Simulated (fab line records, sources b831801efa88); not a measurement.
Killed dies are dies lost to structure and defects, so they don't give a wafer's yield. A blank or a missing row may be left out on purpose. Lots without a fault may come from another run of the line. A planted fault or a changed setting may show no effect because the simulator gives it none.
Problem report in the 8D (eight disciplines) form, filled by code | flow sky130 | the parts of the form that need people (team, actions taken, sign-off) are left out

1. THE PROBLEM
NWELL_2_TW at SKY_NWELL_TW_MEAS_26 reads a mean of 465 on 2 wafers of 2 lots; wafers without a fault read 500 with a standard deviation of 3.4. That is -10 standard deviations from the usual mean.
First seen on wafer L886.1, day 9 18:08, on film_metro-03. The record holds 37 wafers of 13 lots with a number at this step. Rule for "out", or "out of limits": more than 4 standard deviations from the usual mean. The other wafers with a number count as sound.

2. WHAT IT IS AND WHAT IT IS NOT
question                    | is                           | is not
which readings at this step | NWELL_2_TW                   | -
which lots                  | L885, L886                   | L868, L869, L872, L873, L874, L877, L878, L881, L887, L890, L891
which wafers of those lots  | L885.1, L886.1               | L885.3, L886.3
read on which gauges        | film_metro-02, film_metro-03 | film_metro-01
when                        | from day 9 18:08             | up to then (25 sound wafers); but 10 sound wafers of L885, L887, L890, L891 came after

3. SUSPECTS, AND WHAT RULES EACH OUT
Counting: a tool at a process step up to the reading stays a suspect if it ran every lot that is out. Sound lots after the first of them don't rule it out here, since some wafers of a struck lot are sound.
- the gauge at SKY_NWELL_TW_MEAS_26: ruled out. The wafers that are out were read on 2 gauges (film_metro-02, film_metro-03).
- plasma_asher-04 at SKY_NWELL_STRIP_14 (strips in O2/N2): kept. It ran every lot that is out, first L886 (day 8 21:17).
- implanter-01 at SKY_NWELL_IMPLANT_24: kept. It ran every lot that is out, first L886 (day 9 17:53); its last sound lot up to then is L877 (day 8 09:16).
Left after counting: plasma_asher-04 at SKY_NWELL_STRIP_14, implanter-01 at SKY_NWELL_IMPLANT_24.

4. THE CAUSE (what the simulator had put in)
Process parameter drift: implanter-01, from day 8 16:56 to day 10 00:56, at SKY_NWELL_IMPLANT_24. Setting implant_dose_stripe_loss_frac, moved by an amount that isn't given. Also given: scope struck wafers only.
Counting left 2 suspects, and this tool is among them.

5. THE CHAIN OF EFFECTS, in route order
Each row: a reading whose mean over the struck wafers that have a number lies more than 3 standard deviations from the usual. Only readings for which the record gives a usual standard deviation are gone through. hours: the time from each lot's start at the first step in this table that gives one to its start at this step, as a median over the lots. sigmas: the change in usual standard deviations.
hours | step                 | reading    | usual | on struck wafers | change | sigmas
0     | SKY_NWELL_TW_MEAS_26 | NWELL_2_TW | 500   | 465              | -35    | -10
Later measuring or inspecting steps at which every struck wafer that the step has a row for has a number for every such reading, and none has moved that far: SKY_VT_ADJUST_LVTN_OVL_MEAS_18.

6. WHAT WOULD HAVE CAUGHT IT SOONER
In this record the first reading out of limits at a measuring or inspecting step was taken at day 9 18:08, 25 hours after the fault began at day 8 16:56.
Of the tool readings at SKY_NWELL_IMPLANT_24 for which the record gives a usual standard deviation, none was out on any struck wafer, so an alarm limit of 4 standard deviations on them would not have fired.
Of the lots that are out (2), L885 began SKY_NWELL_IMPLANT_24 on implanter-01 after day 9 18:08. A hold on the tool at that time would have spared it.
